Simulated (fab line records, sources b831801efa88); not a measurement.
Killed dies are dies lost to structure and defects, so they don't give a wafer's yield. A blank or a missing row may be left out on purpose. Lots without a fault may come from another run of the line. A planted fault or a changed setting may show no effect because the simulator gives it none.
Which tool did it? | flow sky130 | 6 lots, 18 wafers sampled, at 2 steps of a route of 708

WHAT THE GAUGES READ, wafer by wafer
SKY_LI_CONTACT_CD_MEAS_12: target cd 170 nm.
lot  | measured     | on        | cd_nm (nm)
L798 | day 30 06:42 | cd_sem-02 | 173.3 170.8 170.0
L801 | day 31 08:04 | cd_sem-02 | 171.0 171.0 170.1
L803 | day 32 00:01 | cd_sem-01 | 172.1 170.4 170.4
L806 | day 33 02:07 | cd_sem-01 | 138.3 136.7 137.1
L814 | day 35 10:15 | cd_sem-02 | 171.8 170.6 171.6
L817 | day 36 05:02 | cd_sem-01 | 171.5 171.3 172.2

WHICH TOOL RAN EACH LOT (tool, then ch and the chambers of the sampled wafers, then the start)
lot  | SKY_LI_CONTACT_EXPOSE_09
L798 | krf_scanner-01 ch 0, day 29 17:08
L801 | krf_scanner-01 ch 0, day 30 18:33
L803 | krf_scanner-01 ch 0, day 31 10:15
L806 | krf_scanner-02 ch 0, day 32 12:29
L814 | krf_scanner-02 ch 0, day 34 21:10
L817 | krf_scanner-02 ch 0, day 35 16:34
- SKY_LI_CONTACT_EXPOSE_09: exposes mask LICM1, target cd 170 nm.

THE ANSWER, worked out from the rows above alone
Rule: what is usual is taken from the lots themselves. Put in order of their means at a reading, lots are off if they are a third of the lots or fewer, leave a main group of 4 or more, and stand apart from it by a gap of 3 or more times the standard deviation of the main group's means; of several such gaps the widest counts. A main group whose means are all the same, to the digits that the tables above print for the reading, isn't used. A lot without any number at a reading at which 4 lots or more have one is off too. The other lots that the step has rows for count as sound.
Off: L806, at SKY_LI_CONTACT_CD_MEAS_12 (cd_nm). The main group: mean 171.2 nm, standard deviation 0.34.
A tool fits if, at a process step before that reading, it ran every lot that is off, and no sound lot after the first of them. The gauges at SKY_LI_CONTACT_CD_MEAS_12 are tried like those tools. None of those tried fits.

WHAT THE SIMULATOR HAD PUT IN
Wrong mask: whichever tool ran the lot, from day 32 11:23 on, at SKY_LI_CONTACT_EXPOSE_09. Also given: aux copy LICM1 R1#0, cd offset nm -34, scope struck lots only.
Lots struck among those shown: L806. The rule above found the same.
